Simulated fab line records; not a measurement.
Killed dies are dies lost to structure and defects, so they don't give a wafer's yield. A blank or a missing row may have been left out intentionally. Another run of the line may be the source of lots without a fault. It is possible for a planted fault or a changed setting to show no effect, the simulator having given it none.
Problem report, 8D (eight disciplines) form, completed by code :: flow sky130 :: the parts of the form that need people (team, actions taken, sign-off) are left out

== 1. PROBLEM STATEMENT ==
beam_energy_keV at SKY_GATE_OXIDE_IMPLANT_11 reads a mean of 8.472 on 9 wafers of 3 lots; wafers without a fault read 10.000 with a standard deviation of 0.0031. That is -99 or more standard deviations from the usual mean.
The first sign was on wafer L942.1 at day 14 07:30, on implanter-04. The record holds 21 wafers of 7 lots with a number at this step. By rule, "out" or "out of limits" means more than 4 standard deviations away from the usual mean. The rest of the wafers with a number are treated as sound.

== 2. WHAT IT IS, AND WHAT IT ISN'T ==
question: which readings at this step
is: beam_energy_keV
is not: -

question: which lots
is: L942, L943, L945
is not: L953, L954, L956, L958

question: which wafers of those lots
is: all that have a number
is not: -

question: read on which tools
is: implanter-04
is not: implanter-03

question: when
is: from day 14 07:30
is not: up to then (0 sound wafers); but 12 sound wafers of L953, L954, L956, L958 came after

== 3. SUSPECTS, AND WHAT RULES EACH OUT ==
Counting: a tool at any process step up to the reading remains a suspect when it ran all the lots that are out and ran no sound lot after the first of those.
- implanter-04 at SKY_GATE_OXIDE_IMPLANT_11: ruled out as a lasting fault. Sound lots L958 ran on it after its first lot that is out, L942 (day 14 07:30).
Left after counting: nothing in the record.

== 4. THE CAUSE (what the simulator had put in) ==
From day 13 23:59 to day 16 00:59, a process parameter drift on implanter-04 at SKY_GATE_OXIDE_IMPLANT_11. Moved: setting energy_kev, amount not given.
Counting ruled it out, wrongly.

== 5. THE EFFECT CHAIN, in route order ==
One row per reading whose mean, taken over the struck wafers that have a number, lies over 3 standard deviations from the usual. Only readings whose record carries a usual standard deviation are examined. hours: median over the lots of the time between each lot's start at the first step of this table that gives one and its start at this step. sigmas: the change, counted in usual standard deviations.
hours: 0
step: SKY_GATE_OXIDE_IMPLANT_11
reading: beam_energy_keV
usual: 10.000
on struck wafers: 8.472
change: -1.528
sigmas: -99 or more
The process steps in it:
- SKY_GATE_OXIDE_IMPLANT_11

== 6. HOW IT WOULD HAVE BEEN CAUGHT EARLIER ==
First out-of-limits reading in this record: day 14 07:30, which is 8 hours after fault onset at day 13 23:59.
